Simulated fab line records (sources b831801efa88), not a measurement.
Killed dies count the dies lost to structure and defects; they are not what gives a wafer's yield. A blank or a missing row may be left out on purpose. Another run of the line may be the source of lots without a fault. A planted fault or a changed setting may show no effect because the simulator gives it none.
What tool caused it? || flow sky130 || 12 lots, 36 wafers sampled, at 2 steps of a route of 708

## WHAT THE GAUGES READ, wafer by wafer
SKY_FIELD_ISO_BOW_MEAS_00. Usual: INCOMING_BOW gives 0 um (standard deviation 6.1).
{"lot": "L702", "measured": "day 1 15:00", "on": "film metro-02", "INCOMING_BOW (um)": "-2 1 -5", "flag": ""}
{"lot": "L704", "measured": "day 2 01:01", "on": "film metro-03", "INCOMING_BOW (um)": "11 2 -10", "flag": ""}
{"lot": "L705", "measured": "day 2 06:00", "on": "film metro-01", "INCOMING_BOW (um)": "4 -2 1", "flag": ""}
{"lot": "L706", "measured": "day 2 11:02", "on": "film metro-02", "INCOMING_BOW (um)": "-6 -2 1", "flag": ""}
{"lot": "L707", "measured": "day 2 16:02", "on": "film metro-02", "INCOMING_BOW (um)": "0 3 3", "flag": ""}
{"lot": "L710", "measured": "day 3 07:01", "on": "film metro-03", "INCOMING_BOW (um)": "-2 9 9", "flag": ""}
{"lot": "L712", "measured": "day 3 17:00", "on": "film metro-01", "INCOMING_BOW (um)": "-2 -9 0", "flag": ""}
{"lot": "L713", "measured": "day 3 22:01", "on": "film metro-01", "INCOMING_BOW (um)": "-1 7 -2", "flag": ""}
{"lot": "L714", "measured": "day 4 03:00", "on": "film metro-03", "INCOMING_BOW (um)": "-5 -4 2", "flag": ""}
{"lot": "L716", "measured": "day 4 13:00", "on": "film metro-02", "INCOMING_BOW (um)": "8 -10 -6", "flag": ""}
{"lot": "L719", "measured": "day 5 04:00", "on": "film metro-02", "INCOMING_BOW (um)": "-6 3 4", "flag": ""}
{"lot": "L724", "measured": "day 6 05:00", "on": "film metro-03", "INCOMING_BOW (um)": "-5 9 1", "flag": ""}

SKY_VT_ADJUST_NCORE_CD_MEAS_07: target cd 380 nm. Usual: cd nm at 380.5 nm, with a standard deviation of 2.2.
{"lot": "L702", "measured": "day 8 17:35", "on": "cd sem-02", "cd nm (nm)": "382.0 385.2 381.6", "flag": ""}
{"lot": "L704", "measured": "day 9 08:43", "on": "cd sem-02", "cd nm (nm)": "381.0 381.4 383.3", "flag": ""}
{"lot": "L705", "measured": "day 9 20:26", "on": "cd sem-02", "cd nm (nm)": "377.7 376.9 379.0", "flag": ""}
{"lot": "L706", "measured": "day 10 02:36", "on": "cd sem-02", "cd nm (nm)": "374.6 376.0 376.4", "flag": ""}
{"lot": "L707", "measured": "day 10 07:49", "on": "cd sem-01", "cd nm (nm)": "381.2 380.8 378.9", "flag": ""}
{"lot": "L710", "measured": "day 11 03:08", "on": "cd sem-02", "cd nm (nm)": "375.7 376.5 375.1", "flag": ""}
{"lot": "L712", "measured": "day 11 22:29", "on": "cd sem-02", "cd nm (nm)": "381.3 381.4 380.1", "flag": ""}
{"lot": "L713", "measured": "day 12 08:53", "on": "cd sem-02", "cd nm (nm)": "382.0 382.6 381.4", "flag": ""}
{"lot": "L714", "measured": "day 12 14:41", "on": "cd sem-01", "cd nm (nm)": "379.4 379.6 380.9", "flag": ""}
{"lot": "L716", "measured": "day 12 18:22", "on": "cd sem-02", "cd nm (nm)": "381.4 381.9 384.3", "flag": ""}
{"lot": "L719", "measured": "day 13 23:25", "on": "cd sem-01", "cd nm (nm)": "382.1 382.4 384.7", "flag": ""}
{"lot": "L724", "measured": "day 15 07:37", "on": "cd sem-02", "cd nm (nm)": "380.4 382.2 381.7", "flag": ""}

## TOOL THAT RAN EACH LOT (tool first, then ch and the chambers of the sampled wafers, then the start)
The record shows no process step preceding these readings.

## AS READ BY THE TOOLS THEMSELVES (means over the sampled wafers that have a number; for cases with no such wafer, the mark the record gives instead)
The record holds no such reading with a usual standard deviation.

## THE ANSWER, worked out from the rows above alone
Rule: a lot is off if the mean of its wafers that have a number lies more than 3 standard deviations from the usual mean. Also off: a lot with no number at a reading for which 4 or more lots have one. All remaining lots with rows at the step are treated as sound. Order of review: gauges by route order, followed by the tools' own readings, for which a lot's mean as printed above is used. At the first step where some lot is off, the reading lying furthest off is the one used; lots without a number count as furthest.
Nothing can be told from this: no lot is off at any reading shown.

## WHAT THE SIMULATOR HAD PUT IN
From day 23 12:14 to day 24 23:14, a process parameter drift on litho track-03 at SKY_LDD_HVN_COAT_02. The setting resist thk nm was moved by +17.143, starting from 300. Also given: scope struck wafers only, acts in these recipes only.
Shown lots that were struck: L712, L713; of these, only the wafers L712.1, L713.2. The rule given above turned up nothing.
